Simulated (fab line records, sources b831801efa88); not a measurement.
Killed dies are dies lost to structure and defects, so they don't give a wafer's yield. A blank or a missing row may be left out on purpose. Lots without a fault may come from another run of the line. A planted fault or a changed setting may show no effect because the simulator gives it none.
Which tool did it? | flow gf180mcu | 13 lots, 39 wafers sampled, at 3 steps of a route of 602

WHAT THE GAUGES READ, wafer by wafer
GF_M5_OVL_MEAS_08. Usual: M5_OVL -2 nm, standard deviation 5.
lot  | measured     | on         | M5_OVL (nm) | flag
L553 | day 26 01:43 | overlay-01 | -6 4 1      |
L554 | day 26 11:40 | overlay-01 | -6 -3 -7    |
L555 | day 27 03:29 | overlay-02 | -5 -2 -7    |
L556 | day 27 13:34 | overlay-01 | 5 4 4       |
L557 | day 27 14:22 | overlay-01 | -1 1 2      |
L559 | day 28 06:54 | overlay-02 | -10 1 -1    |
L558 | day 28 09:09 | overlay-02 | 5 -6 1      |
L560 | day 28 18:58 | overlay-01 | -7 -8 -4    |
L562 | day 29 00:05 | overlay-02 | -14 -7 -6   |
L564 | day 29 15:37 | overlay-01 | 4 -2 -8     |
L566 | day 30 06:14 | overlay-01 | 6 6 1       |
L573 | day 32 00:22 | overlay-01 | -5 -6 -6    |
L575 | day 32 15:52 | overlay-01 | 0 0 2       |

GF_V5_RS_MEAS_24: measures by four-point-probe. Usual: V5_W_RS 0.326 ohm/sq, standard deviation 0.0037.
lot  | measured     | on            | V5_W_RS (ohm/sq)  | flag
L553 | day 27 01:01 | film_metro-04 | 0.325 0.323 0.319 |
L554 | day 27 10:29 | film_metro-02 | 0.328 0.331 0.326 |
L555 | day 28 02:02 | film_metro-04 | 0.321 0.325 0.323 |
L556 | day 28 11:11 | film_metro-01 | 0.329 0.323 0.325 |
L557 | day 28 12:10 | film_metro-04 | 0.328 0.333 0.328 |
L559 | day 29 04:59 | film_metro-01 | 0.323 0.321 0.323 |
L558 | day 29 06:34 | film_metro-04 | 0.327 0.334 0.330 |
L560 | day 29 15:49 | film_metro-04 | 0.330 0.329 0.332 |
L562 | day 29 21:12 | film_metro-02 | 0.331 0.335 0.326 |
L564 | day 30 13:22 | film_metro-04 | 0.328 0.328 0.330 |
L566 | day 31 02:01 | film_metro-01 | 0.325 0.323 0.327 |
L573 | day 32 18:55 | film_metro-04 | 0.323 0.326 0.325 |
L575 | day 33 09:53 | film_metro-01 | 0.325 0.324 0.326 |

WHICH TOOL RAN EACH LOT (tool, then ch and the chambers of the sampled wafers, then the start)
lot  | GF_MIM_SPUTTER_02
L553 | pvd_sputter-03, day 24 05:46
L554 | pvd_sputter-03, day 24 15:53
L555 | pvd_sputter-03, day 25 09:35
L556 | pvd_sputter-03, day 25 18:50
L557 | pvd_sputter-03, day 25 21:14
L559 | pvd_sputter-01, day 26 14:46
L558 | pvd_sputter-03, day 26 18:10
L560 | pvd_sputter-01, day 27 03:22
L562 | pvd_sputter-03, day 27 08:44
L564 | pvd_sputter-01, day 28 01:16
L566 | pvd_sputter-03, day 28 16:02
L573 | pvd_sputter-04, day 30 12:26
L575 | pvd_sputter-01, day 31 05:47
- GF_MIM_SPUTTER_02: material AlCu, target thk 450 nm, time 23.9 s.

WHAT THE TOOLS THEMSELVES READ (means of the sampled wafers that have a number; where no wafer has one, the mark that the record gives instead)
GF_MIM_SPUTTER_02. Usual: throttle_valve_pct 29.7 %, standard deviation 0.88.
lot  | tool           | throttle_valve_pct (%) | flag
L553 | pvd_sputter-03 | 29.6                   |
L554 | pvd_sputter-03 | 30.6                   |
L555 | pvd_sputter-03 | 29.7                   |
L556 | pvd_sputter-03 | 29.4                   |
L557 | pvd_sputter-03 | 29.6                   |
L559 | pvd_sputter-01 | 30.2                   |
L558 | pvd_sputter-03 | 29.7                   |
L560 | pvd_sputter-01 | 29.6                   |
L562 | pvd_sputter-03 | 30.0                   |
L564 | pvd_sputter-01 | 28.9                   |
L566 | pvd_sputter-03 | 30.0                   |
L573 | pvd_sputter-04 | 29.4                   |
L575 | pvd_sputter-01 | 29.7                   |

THE ANSWER, worked out from the rows above alone
Rule: a lot is off if the mean of its wafers that have a number lies more than 3 standard deviations from the usual mean. A lot without any number at a reading at which 4 lots or more have one is off too. The other lots that the step has rows for count as sound. The gauges are gone through in route order, then the tools' own readings, and for those a lot's mean is taken as printed above. The first step at which some lot is off is used, and at that step the reading that is off furthest; a lot without a number counts as furthest.
No lot is off at any reading shown: from this, nothing can be told.

WHAT THE SIMULATOR HAD PUT IN
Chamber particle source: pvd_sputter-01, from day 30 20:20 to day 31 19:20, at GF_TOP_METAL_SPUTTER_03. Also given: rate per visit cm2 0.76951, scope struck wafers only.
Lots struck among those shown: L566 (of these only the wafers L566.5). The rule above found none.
